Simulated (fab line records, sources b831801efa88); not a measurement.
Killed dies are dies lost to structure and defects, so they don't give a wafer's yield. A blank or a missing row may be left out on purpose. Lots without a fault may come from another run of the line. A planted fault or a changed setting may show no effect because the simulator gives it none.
Problem report in the 8D (eight disciplines) form, filled by code | flow sky130 | the parts of the form that need people (team, actions taken, sign-off) are left out

1. THE PROBLEM
cd_nm at SKY_SD_N_CD_MEAS_07 reads a mean of 352.5 nm on 4 wafers of 3 lots; wafers without a fault read 380.0 nm with a standard deviation of 2.3. That is -12 standard deviations from the usual mean.
The step: target cd 380 nm.
First seen on wafer L667.2, day 33 20:27, on cd_sem-01. The record holds 37 wafers of 13 lots with a number at this step. Rule for "out", or "out of limits": more than 4 standard deviations from the usual mean. The other wafers with a number count as sound.

2. WHAT IT IS AND WHAT IT IS NOT
question                    | is                             | is not
which readings at this step | cd_nm                          | -
which lots                  | L666, L667, L670               | L652, L653, L654, L657, L660, L661, L663, L664, L673, L675
which wafers of those lots  | L666.6, L667.2, L667.6, L670.2 | L666.4, L667.5, L670.4
read on which gauges        | cd_sem-01, cd_sem-02           | -
when                        | from day 33 20:27              | up to then (25 sound wafers); but 8 sound wafers of L666, L670, L673, L675 came after

3. SUSPECTS, AND WHAT RULES EACH OUT
Counting: a tool at a process step up to the reading stays a suspect if it ran every lot that is out. Sound lots after the first of them don't rule it out here, since some wafers of a struck lot are sound.
- the gauge at SKY_SD_N_CD_MEAS_07: ruled out. The wafers that are out were read on 2 gauges (cd_sem-01, cd_sem-02).
- litho_track-04 at SKY_SD_N_DEVELOP_06 (develop time 60 s): kept. It ran every lot that is out, first L667 (day 33 20:19); its last sound lot up to then is L663 (day 31 09:53).
Left after counting: litho_track-04 at SKY_SD_N_DEVELOP_06.

4. THE CAUSE (what the simulator had put in)
Process parameter drift: litho_track-04, from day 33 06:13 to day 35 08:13, at SKY_SD_N_DEVELOP_06. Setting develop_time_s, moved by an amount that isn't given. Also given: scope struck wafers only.
Counting left only this tool.

5. THE CHAIN OF EFFECTS, in route order
Each row: a reading whose mean over the struck wafers that have a number lies more than 3 standard deviations from the usual. Only readings for which the record gives a usual standard deviation are gone through. hours: the time from each lot's start at the first step in this table that gives one to its start at this step, as a median over the lots. sigmas: the change in usual standard deviations.
hours | step                | reading | usual    | on struck wafers | change | sigmas
0     | SKY_SD_N_CD_MEAS_07 | cd_nm   | 380.0 nm | 352.5            | -27.5  | -12

6. WHAT WOULD HAVE CAUGHT IT SOONER
In this record the first reading out of limits at a measuring or inspecting step was taken at day 33 20:27, 14 hours after the fault began at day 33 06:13.
Of the tool readings at SKY_SD_N_DEVELOP_06 for which the record gives a usual standard deviation, none was out on any struck wafer, so an alarm limit of 4 standard deviations on them would not have fired.
Of the lots that are out (3), L666, L670 began SKY_SD_N_DEVELOP_06 on litho_track-04 after day 33 20:27. A hold on the tool at that time would have spared those 2.
